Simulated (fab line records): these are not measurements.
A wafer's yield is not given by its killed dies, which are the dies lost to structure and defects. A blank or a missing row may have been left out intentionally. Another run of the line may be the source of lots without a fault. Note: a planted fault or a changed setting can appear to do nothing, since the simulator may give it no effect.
Which tool is to blame? :: flow sky130 :: 6 lots with 18 wafers sampled at 2 steps, on a route of 708 steps

WHAT EACH GAUGE READ, for each wafer
SKY_POLY_GATE_THK_MEAS_21.
lot: L526
measured: day 17 21:50
on: film_metro-01
POLY_GATE_OXIDATION_THK (nm): 3.94 3.94 4.00

lot: L528
measured: day 18 07:39
on: film_metro-02
POLY_GATE_OXIDATION_THK (nm): 4.10 4.07 4.06

lot: L530
measured: day 18 19:39
on: film_metro-01
POLY_GATE_OXIDATION_THK (nm): 4.01 4.11 4.07

lot: L535
measured: day 20 12:05
on: film_metro-01
POLY_GATE_OXIDATION_THK (nm): 3.97 4.01 3.84

lot: L539
measured: day 22 08:44
on: film_metro-03
POLY_GATE_OXIDATION_THK (nm): 6.45 6.42 6.55 6.44 6.47 6.53

lot: L544
measured: day 24 04:54
on: film_metro-03
POLY_GATE_OXIDATION_THK (nm): 3.98 4.00 4.05

TOOL THAT RAN EACH LOT (tool first, then ch and the chambers of the sampled wafers, then the start)
lot: L526
SKY_POLY_GATE_OXIDATION_20: furnace-01 ch 0, day 17 20:35

lot: L528
SKY_POLY_GATE_OXIDATION_20: furnace-01 ch 0, day 18 06:23

lot: L530
SKY_POLY_GATE_OXIDATION_20: furnace-01 ch 0, day 18 18:24

lot: L535
SKY_POLY_GATE_OXIDATION_20: furnace-01 ch 0, day 20 10:50

lot: L539
SKY_POLY_GATE_OXIDATION_20: furnace-02 ch 0, day 22 06:04

lot: L544
SKY_POLY_GATE_OXIDATION_20: furnace-02 ch 0, day 24 03:38
- SKY_POLY_GATE_OXIDATION_20: stabilise 600 s, purge 300 s, target thk 4 nm.

THE ANSWER, worked out from the rows above alone
Rule: usual is defined by the lots themselves. The widest of any qualifying gaps counts: lots, ordered by their means at a reading, are off when they make up no more than a third of the lots, leave a main group of 4 or more, and stand apart from it by 3 or more times the standard deviation of that group's means. The tables above print the reading to a certain number of digits; a main group whose means all agree to those digits is not used. Also off: a lot with no number at a reading for which 4 or more lots have one. The other lots that the step has rows for count as sound.
Off: at SKY_POLY_GATE_THK_MEAS_21 (POLY_GATE_OXIDATION_THK), L539. The main group has a mean of 4.01 nm with a standard deviation of 0.054.
If a tool, at a process step before that reading, ran all the lots that are off and no sound lot after the first of them, it fits. The gauges at SKY_POLY_GATE_THK_MEAS_21 are tried like those tools. No candidate that was tried fits.

WHAT THE SIMULATOR PUT IN
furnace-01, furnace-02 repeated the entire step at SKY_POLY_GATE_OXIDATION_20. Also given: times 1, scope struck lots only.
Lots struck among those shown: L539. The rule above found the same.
